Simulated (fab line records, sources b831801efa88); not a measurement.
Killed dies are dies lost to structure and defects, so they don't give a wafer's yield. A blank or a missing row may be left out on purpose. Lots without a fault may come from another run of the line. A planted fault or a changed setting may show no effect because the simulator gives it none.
One fault seen from 2 desks | flow gf180mcu | each desk has only its own numbers; what lay behind them comes last

THE METROLOGY DESK
What the gauges read, lot by lot, whatever tool the lot ran on: means of the sampled wafers that have a number. A lot is out of limits, marked OUT, if its mean lies more than 4 standard deviations from the usual mean; the brackets give that distance.
Columns: A = V4_BOW at GF_V4_BOW_MEAS_05, usual 130 um
lot  | first seen here | A
L981 | day 23 17:10    | 130
L983 | day 24 06:29    | 131
L984 | day 24 16:56    | 127
L986 | day 25 06:31    | 121
L987 | day 25 21:58    | 137
L988 | day 25 22:36    | 135
L994 | day 28 03:35    | 128
L996 | day 29 03:52    | 141
L999 | day 29 19:58    | 136
L101 | day 30 02:16    | 118
L102 | day 30 09:23    | 136
This desk's finding: nothing out of limits on any of the 11 lots.

THE TOOL OWNER'S DESK: rie_metal-02
The tool's own readings at GF_M4_METAL_ETCH_16 (etches the open film in Cl2/BCl3, stops on SiO2, target depth 750.8 nm, time 125.1 s): means of the sampled wafers that have a number, for each lot that ran on this tool. A lot is out of limits, marked OUT, if its mean lies more than 4 standard deviations from the usual mean; the brackets give that distance.
Columns: A = bcl3_flow_sccm at GF_M4_METAL_ETCH_16, usual 39.99 sccm; B = bias_w at GF_M4_METAL_ETCH_16, usual 140.0 W; C = drypump_motor_current_A at GF_M4_METAL_ETCH_16, usual 6.0 A; D = he_backside_leak_sccm at GF_M4_METAL_ETCH_16, usual 3.28 sccm; E = oes_product_au at GF_M4_METAL_ETCH_16, usual 0.993 a.u.; F = throttle_valve_pct at GF_M4_METAL_ETCH_16, usual 28.225 %
lot  | first seen here | A     | B                       | C   | D    | E     | F
L984 | day 24 15:43    | 39.92 | 139.9                   | 5.7 | 2.97 | 0.991 | 28.229
L987 | day 25 20:43    | 39.95 | 139.5                   | 5.4 | 2.97 | 0.995 | 28.222
L994 | day 28 02:22    | 39.87 | 156.7 (+36) OUT         | 5.4 | 3.12 | 0.995 | 28.225
L996 | day 29 02:19    | 39.95 | 190.5 (+99 or more) OUT | 5.8 | 3.09 | 0.998 | 28.219
This desk's finding: out of limits on L994, L996; first on L994, day 28 02:22 (bias_w at GF_M4_METAL_ETCH_16). In limits: L984, L987.

PUT TOGETHER
The tool owner's desk could have raised an alarm at day 28 02:22, on L994, L996.
The metrology desk saw nothing out of limits.
The metrology desk has L994, L996 on record, within its limits.
Of the lots named, all ran GF_M4_METAL_ETCH_16 on rie_metal-02.

WHAT THE SIMULATOR HAD PUT IN
Process parameter drift: rie_metal-02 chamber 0, from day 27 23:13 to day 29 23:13, at GF_M4_METAL_ETCH_16. Setting bias_w, moved by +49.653, from 140. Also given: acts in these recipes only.
Lots struck among those shown: L994, L996.
Hours from the fault's start to each desk's first reading out of limits: the tool owner's desk, 3.
